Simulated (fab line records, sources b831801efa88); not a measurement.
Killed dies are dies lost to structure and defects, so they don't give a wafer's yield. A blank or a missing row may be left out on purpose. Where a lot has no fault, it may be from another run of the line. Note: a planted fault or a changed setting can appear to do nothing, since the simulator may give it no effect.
fab line records ; flow sfqLine
record lots=5; wafers=15; lastDay=93
route steps=325 shown I2@116 M3@118
lots that met no fault: taken from a fault-free run of the same line
startH: hours from the record's first day to the start of the lot's first wafer shown ; waitH: time in hours since the lot's previous step ; " unchanged from the row above ; L1.1+2: one row covering several wafers at once ; - value missing, or start not given ; * or withheld: withheld ; < > ~ a bound
route shown NAME@n: a module of which the file shows steps, and the number in the route of the first ; usual: average and standard deviation across the fault-free wafers ; same: alike in all rows ; chamber/n: place in a boat ; sites: the reading at each site ; _std_site: how widely they spread, as a standard deviation ; _edge_site: the outer-site mean with the inner-site mean subtracted ; radiusMm: how far each site lies from the wafer's centre ; mask NAME#n: copy n ; behind: the most recent tool/chamber to have shaped the wafer ; hold: the reason the lot was held/the length of the hold in hours/how it ended ; device: which transistor (n, p or np) failed to switch ; end of line: at the end of the route, the tests of the same wafers ; for a step that has no rows: nothing shown but its recipe ; killed: dies lost to structure and defects at the first sort, not the wafer's yield ; map: the dies of a wafer, with x for killed, . for not killed, _ for no die there
set.NAME: the setting that was run; set.NAME@STEP: the one run at that earlier step ; model.NAME: the simulator's own value behind a step, which no gauge read
a table for each step, a row for each wafer; lots at some steps of the route
services: when a tool's chamber went out of use (startH, in hours from the record's first day, below 0 if earlier), for how many hours, and the reason
## steps
# step SFQ_TRILAYER_I2_VIA_STRIP_STRIP_071
# recipe gas=O2; powerW=200; platenTempC=40; overashFraction=0.65; chemistry=O2; pressureMtorr=50
# usual chamberPressureMTorr=50.00/0.047; drypumpMotorCurrentA=5.5/0.67; oesProductAu=0.997/0.0077
# same overashFraction=0.65
lot.wafer;tool;chamber;startH;waitH;chamberPressureMTorr;drypumpMotorCurrentA;oesProductAu;rfHoursCounterH
L078.1;rieMetal-02;0;529.43;-;49.97;4.6;1.003;145
L078.2;rieMetal-02;1;529.43;-;49.98;5.3;0.995;112
L078.4;rieMetal-02;0;529.43;-;50.02;4.6;0.997;-
L082.1;rieMetal-01;1;583.16;-;50.05;6.1;0.999;137
L082.3;rieMetal-01;1;583.16;-;50.01;6.2;0.995;-
L082.4;rieMetal-01;0;583.16;-;49.93;6.5;1.009;-
L086.3;rieMetal-01;1;636.16;-;50.02;6.2;1.001;-
L086.4;rieMetal-01;0;636.16;-;49.89;6.5;0.987;-
L086.6;rieMetal-01;0;636.16;-;49.98;6.6;0.993;-
L088.1;rieMetal-02;1;643.16;-;49.96;5.2;0.987;133
L088.5;rieMetal-02;1;643.16;-;49.94;5.2;0.992;-
L088.6;rieMetal-02;0;643.16;-;50.02;4.6;1.009;-
L093.1;rieMetal-02;1;689.08;-;50.00;5.3;0.994;138
L093.3;rieMetal-02;0;689.08;-;49.98;4.6;1.000;-
L093.6;rieMetal-02;1;689.08;-;50.07;5.3;0.988;-
# step SFQ_TRILAYER_I2_VIA_STRIP_SOLV_CLEAN_072
# recipe chemistry=NMP; tempC=70; timeS=600
# same timeS=600
lot.wafer;tool;chamber;startH;waitH
L078.1+2+4;wetBench-01;3,5,7;530.03;0.4
L082.1+3+4;wetBench-03;1,0,7;583.76;0.4
L086.3+4+6;wetBench-03;6,3,5;636.56;0.2
L088.1+5+6;wetBench-03;1,7,0;643.76;0.4
L093.1+3+6;wetBench-03;3,4,0;689.68;0.4
# step SFQ_TRILAYER_M3_DEP_PRE_CLEAN_074
# recipe gas=Ar; timeS=22.5; biasV=250
# same timeS=22.5
lot.wafer;tool;chamber;startH;waitH
L078.1+2+4;pvdSputter-03;-;530.20;0.0
L082.1+3+4;pvdSputter-05;-;583.93;0.0
L086.3+4+6;pvdSputter-03;-;636.73;0.0
L088.1+5+6;pvdSputter-03;-;643.93;0.0
L093.1+3+6;pvdSputter-03;-;689.87;0.0
# step SFQ_TRILAYER_M3_DEP_SPUTTER_073
# recipe material=Nb; basePressurePa=1.33e-06; chamberPressurePa=0.1333; substrateTempC=20; resputterCathodeVoltageV=400; targetThkNm=200; powerW=2000; timeS=133.3
# usual throttleValvePct=29.9/0.91
# same timeS=133.3
lot.wafer;tool;chamber;startH;waitH;throttleValvePct
L078.1;pvdSputter-03;-;530.23;0.0;30.0
L078.2;pvdSputter-03;-;530.23;0.0;29.3
L078.4;pvdSputter-03;-;530.23;0.0;29.4
L082.1;pvdSputter-05;-;583.96;0.0;30.6
L082.3;pvdSputter-05;-;583.96;0.0;30.2
L082.4;pvdSputter-05;-;583.96;0.0;29.4
L086.3;pvdSputter-03;-;636.76;0.0;30.5
L086.4;pvdSputter-03;-;636.76;0.0;30.3
L086.6;pvdSputter-03;-;636.76;0.0;29.1
L088.1;pvdSputter-03;-;643.96;0.0;29.8
L088.5;pvdSputter-03;-;643.96;0.0;29.9
L088.6;pvdSputter-03;-;643.96;0.0;29.5
L093.1;pvdSputter-03;-;689.90;0.0;29.3
L093.3;pvdSputter-03;-;689.90;0.0;30.1
L093.6;pvdSputter-03;-;689.90;0.0;30.1
# step SFQ_M3_RS_MEAS_919
# recipe thkMeasGauge=four-point-probe; reads=Nb_of_TRILAYER_M3_DEP_SPUTTER_073
# usual M3_NB_RS=0.889/0.01
lot.wafer;tool;chamber;startH;waitH;M3_NB_RS[ohm/sq]
L078.1;filmMetro-01;-;530.32;0.0;0.887
L078.2;filmMetro-01;-;530.32;0.0;0.891
L078.4;filmMetro-01;-;530.32;0.0;0.891
L082.1;filmMetro-01;-;584.05;0.0;0.875
L082.3;filmMetro-01;-;584.05;0.0;0.865
L082.4;filmMetro-01;-;584.05;0.0;0.886
L086.3;filmMetro-04;-;636.89;0.1;0.881
L086.4;filmMetro-04;-;636.89;0.1;0.882
L086.6;filmMetro-04;-;636.89;0.1;0.888
L088.1;filmMetro-01;-;644.05;0.0;0.898
L088.5;filmMetro-01;-;644.05;0.0;0.892
L088.6;filmMetro-01;-;644.05;0.0;0.900
L093.1;filmMetro-03;-;689.99;0.0;0.896
L093.3;filmMetro-03;-;689.99;0.0;0.891
L093.6;filmMetro-03;-;689.99;0.0;0.893
# step SFQ_TRILAYER_M3_LITHO_COAT_080
# recipe resist=BARC; spinRpm=3000; resistThkNm=62
# usual exhaustPa=44.9/0.93; resistLineTempC=23.01/0.12
lot.wafer;tool;chamber;startH;waitH;exhaustPa;resistLineTempC
L078.1;lithoTrack-01;0;530.50;0.1;44.6;23.20
L078.2;lithoTrack-01;0;530.50;0.1;44.5;23.04
L078.4;lithoTrack-01;0;530.50;0.1;45.3;22.97
L082.1;lithoTrack-02;0;584.23;0.1;44.7;23.14
L082.3;lithoTrack-02;0;584.23;0.1;45.2;23.13
L082.4;lithoTrack-02;0;584.23;0.1;44.6;22.78
L086.3;lithoTrack-02;0;637.13;0.1;43.8;23.21
L086.4;lithoTrack-02;0;637.13;0.1;44.1;23.19
L086.6;lithoTrack-02;0;637.13;0.1;44.4;23.16
L088.1;lithoTrack-01;0;644.23;0.1;42.7;22.87
L088.5;lithoTrack-01;0;644.23;0.1;43.5;22.91
L088.6;lithoTrack-01;0;644.23;0.1;43.9;22.84
L093.1;lithoTrack-02;0;690.17;0.1;45.7;23.08
L093.3;lithoTrack-02;0;690.17;0.1;45.5;22.96
L093.6;lithoTrack-02;0;690.17;0.1;44.8;22.99
# step SFQ_TRILAYER_M3_LITHO_COAT_075
# recipe resist=KrF; spinRpm=3000; resistThkNm=600
# usual exhaustPa=44.9/0.95; resistLineTempC=23.01/0.11
lot.wafer;tool;chamber;startH;waitH;exhaustPa;resistLineTempC
L078.1;lithoTrack-01;0;530.80;0.2;45.2;22.83
L078.2;lithoTrack-01;0;530.80;0.2;43.9;23.01
L078.4;lithoTrack-01;0;530.80;0.2;43.6;23.08
L082.1;lithoTrack-02;0;584.53;0.2;45.2;23.27
L082.3;lithoTrack-02;0;584.53;0.2;43.9;23.27
L082.4;lithoTrack-02;0;584.53;0.2;43.7;23.12
L086.3;lithoTrack-02;0;637.43;0.2;45.4;22.93
L086.4;lithoTrack-02;0;637.43;0.2;45.2;22.69
L086.6;lithoTrack-02;0;637.43;0.2;47.0;22.92
L088.1;lithoTrack-01;0;644.53;0.2;45.9;23.02
L088.5;lithoTrack-01;0;644.53;0.2;45.3;23.00
L088.6;lithoTrack-01;0;644.53;0.2;46.2;23.13
L093.1;lithoTrack-02;0;690.47;0.2;44.4;23.13
L093.3;lithoTrack-02;0;690.47;0.2;45.2;23.21
L093.6;lithoTrack-02;0;690.47;0.2;45.4;23.09
# step SFQ_TRILAYER_M3_LITHO_SOFTBAKE_079
# recipe tempC=withheld; timeS=withheld; resist=KrF
# usual exhaustPa=45.0/0.86; resistLineTempC=*
lot.wafer;tool;chamber;startH;waitH;exhaustPa;resistLineTempC
L078.1;lithoTrack-01;0;531.10;0.2;46.1;*
L078.2;lithoTrack-01;0;531.10;0.2;45.9;*
L078.4;lithoTrack-01;0;531.10;0.2;44.7;*
L082.1;lithoTrack-02;0;584.83;0.2;45.2;*
L082.3;lithoTrack-02;0;584.83;0.2;44.8;*
L082.4;lithoTrack-02;0;584.83;0.2;45.0;*
L086.3;lithoTrack-02;0;637.68;0.2;44.2;*
L086.4;lithoTrack-02;0;637.68;0.2;45.1;*
L086.6;lithoTrack-02;0;637.68;0.2;45.1;*
L088.1;lithoTrack-01;0;644.83;0.2;44.8;*
L088.5;lithoTrack-01;0;644.83;0.2;46.2;*
L088.6;lithoTrack-01;0;644.83;0.2;44.6;*
L093.1;lithoTrack-02;0;690.77;0.2;45.1;*
L093.3;lithoTrack-02;0;690.77;0.2;45.6;*
L093.6;lithoTrack-02;0;690.77;0.2;44.6;*
# step SFQ_TRILAYER_M3_LITHO_EXPOSE_076
# recipe maskId=M3; na=0.6; sourceShape=conventional; sigmaOuter=0.65; targetCdNm=500; doseMj=14.4
# same na=0.6
lot.wafer;tool;chamber;startH;waitH;mask
L078.1+2+4;krfScanner-02;0;636.63;-;M3#0
L082.1+3+4;krfScanner-02;0;726.35;-;M3#0
L086.3+4+6;krfScanner-02;0;784.32;-;M3#0
L088.1+5+6;krfScanner-02;0;794.72;-;M3#0
L093.1+3+6;krfScanner-02;0;826.79;-;M3#0
## services
tool;chamber;startH;hours;kind
krfScanner-02;-;523.11;1.3;pm
pvdSputter-05;2;602.44;-;consumableReplace:kit
pvdSputter-05;2;602.44;18.0;scheduledDown
pvdSputter-05;2;602.44;18.0;ventCycle
krfScanner-02;-;612.49;1.0;pm
krfScanner-02;-;631.16;1.1;repair
pvdSputter-03;0;686.13;-;consumableReplace:kit
pvdSputter-03;0;686.13;18.0;scheduledDown
pvdSputter-03;0;686.13;18.0;ventCycle
krfScanner-02;-;692.35;0.5;repair
pvdSputter-03;-;693.81;0.5;repair
krfScanner-02;-;698.23;1.3;pm
rieMetal-02;0;704.73;-;clean
rieMetal-02;0;704.73;14.1;scheduledDown
rieMetal-02;0;704.73;14.1;ventCycle
krfScanner-02;-;721.13;4.0;pm
rieMetal-02;0;732.77;3.9;repair
rieMetal-01;0;763.11;11.3;repair
krfScanner-02;-;768.62;0.3;repair
pvdSputter-05;-;772.01;0.9;repair
krfScanner-02;-;781.72;1.0;pm
krfScanner-02;-;800.72;0.8;pm
rieMetal-01;-;821.76;0.6;repair
rieMetal-02;-;826.05;9.1;repair
## key
fault none
